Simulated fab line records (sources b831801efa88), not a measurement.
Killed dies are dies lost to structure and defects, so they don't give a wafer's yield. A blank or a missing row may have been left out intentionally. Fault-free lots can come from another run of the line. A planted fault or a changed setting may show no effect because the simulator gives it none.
Matching of chambers | flow sky130 | 3 sister chambers for SKY_CAPM_CVD_00 on pecvd-03
The step deposits SiO2, target thk 15.5 nm. 14 wafers are shown with their chamber, then 7 later ones without.

## WAFERS WITH THEIR CHAMBER
wafer  | chamber | heater power outer w (W) | heater power w (W)
L077.2 | 1       | 435                      | 706
L077.5 | 0       | 378                      | 611
L077.6 | 1       | 436                      | 693
L079.1 | 2       | 427                      | 701
L079.2 | 1       | 419                      | 658
L079.4 | 1       | 423                      | 679
L080.3 | 1       | 456                      | 718
L080.4 | 2       | 402                      | 677
L080.5 | 1       | 462                      | 704
L083.3 | 1       | 390                      | 620
L083.4 | 0       | 454                      | 715
L083.6 | 1       | 391                      | 615
L088.4 | 2       | 339                      | 592
L088.5 | 1       | 452                      | 726

SIGNATURES (means of the wafers above)
reading              | chamber 0 | chamber 1 | chamber 2 | scatter within a chamber
heater power outer w | 416.00    | 429.33    | 389.33    | 33.8
heater power w       | 663.00    | 679.89    | 656.67    | 47.9
Rule: for a wafer and a chamber, the distance is found by dividing, reading by reading, the gap between the wafer's reading and the chamber's mean by the reading's scatter, squaring, summing and taking the root. If the next closest chamber is less than 2 further off than the closest, the wafer can't be placed; otherwise it belongs to the closest. How the scatter is found: for the shown wafers, subtract from each reading the mean of its chamber, square and add these, divide the total by (wafers less chambers), then take the root.

## WAFERS WHOSE CHAMBER IS MISSING
wafer  | heater power outer w (W) | heater power w (W)
L088.6 | 418                      | 662
L092.1 | 475                      | 752
L092.4 | 482                      | 738
L092.6 | 367                      | 658
L095.2 | 447                      | 690
L095.4 | 406                      | 705
L095.6 | 449                      | 703

## CHAMBER TAKEN BY EACH
wafer  | from the rows above          | in truth
L088.6 | can't be placed: 0 or 1 or 2 | 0
L092.1 | can't be placed: 1 or 0 or 2 | 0
L092.4 | can't be placed: 1 or 0 or 2 | 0
L092.6 | can't be placed: 2 or 0 or 1 | 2
L095.2 | can't be placed: 1 or 0 or 2 | 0
L095.4 | can't be placed: 1 or 0 or 2 | 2
L095.6 | can't be placed: 1 or 0 or 2 | 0
Correct placement for 0 of the 7. Not placeable from these rows: 7 (in 7, the candidates include the true chamber). Placed wrongly: 0.
